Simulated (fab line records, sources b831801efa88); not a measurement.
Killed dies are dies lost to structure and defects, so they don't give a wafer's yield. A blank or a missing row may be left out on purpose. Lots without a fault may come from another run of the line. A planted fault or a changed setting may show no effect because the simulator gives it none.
Problem report in the 8D (eight disciplines) form, filled by code | flow sky130 | the parts of the form that need people (team, actions taken, sign-off) are left out

1. THE PROBLEM
spin_speed_rpm at SKY_VIA3_COAT_07 reads a mean of 2951.8 rpm on 6 wafers of 2 lots; wafers without a fault read 3000.3 rpm with a standard deviation of 2. That is -24 standard deviations from the usual mean.
The step: resist thk 450 nm.
First seen on wafer L484.2, day 42 00:00, on litho_track-02. The record holds 18 wafers of 6 lots with a number at this step. Rule for "out", or "out of limits": more than 4 standard deviations from the usual mean. The other wafers with a number count as sound.

2. WHAT IT IS AND WHAT IT IS NOT
question                    | is                     | is not
which readings at this step | spin_speed_rpm         | chill_plate_temp_C
which lots                  | L484, L487             | L483, L490, L491, L496
which wafers of those lots  | all that have a number | -
read on which tools         | litho_track-02         | litho_track-03, litho_track-04
when                        | from day 42 00:00      | up to then (3 sound wafers); but 9 sound wafers of L490, L491, L496 came after

3. SUSPECTS, AND WHAT RULES EACH OUT
Counting: a tool at a process step up to the reading stays a suspect if it ran every lot that is out and no sound lot after the first of them.
- plasma_asher-01 at SKY_METAL3_STRIP_19 (strips in O2/N2): ruled out as a lasting fault. Sound lots L491, L496 ran on it after its first lot that is out, L484 (day 41 12:03).
- litho_track-02 at SKY_VIA3_COAT_07 (resist thk 450 nm): kept. It ran every lot that is out, first L484 (day 42 00:00), and no sound lot after that; its last sound lot up to then is L483 (day 41 04:00). Its own readings are out on those wafers: spin_speed_rpm.
Left after counting: litho_track-02 at SKY_VIA3_COAT_07.

4. THE CAUSE (what the simulator had put in)
Process parameter drift: litho_track-02, from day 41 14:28 on, at SKY_VIA3_COAT_07. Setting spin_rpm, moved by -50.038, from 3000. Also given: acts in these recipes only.
Counting left only this tool.

5. THE CHAIN OF EFFECTS, in route order
Each row: a reading whose mean over the struck wafers that have a number lies more than 3 standard deviations from the usual. Only readings for which the record gives a usual standard deviation are gone through. hours: the time from each lot's start at the first step in this table that gives one to its start at this step, as a median over the lots. sigmas: the change in usual standard deviations.
hours | step             | reading        | usual      | on struck wafers | change | sigmas
0     | SKY_VIA3_COAT_07 | spin_speed_rpm | 3000.3 rpm | 2951.8           | -48.6  | -24
The process steps in it:
- SKY_VIA3_COAT_07: resist thk 450 nm.
Later measuring or inspecting steps at which every struck wafer that the step has a row for has a number for every such reading, and none has moved that far: SKY_VIA3_CD_MEAS_12, SKY_VIA3_OVL_MEAS_13.

6. WHAT WOULD HAVE CAUGHT IT SOONER
In this record the first reading out of limits was taken at day 42 00:00, 10 hours after the fault began at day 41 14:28.
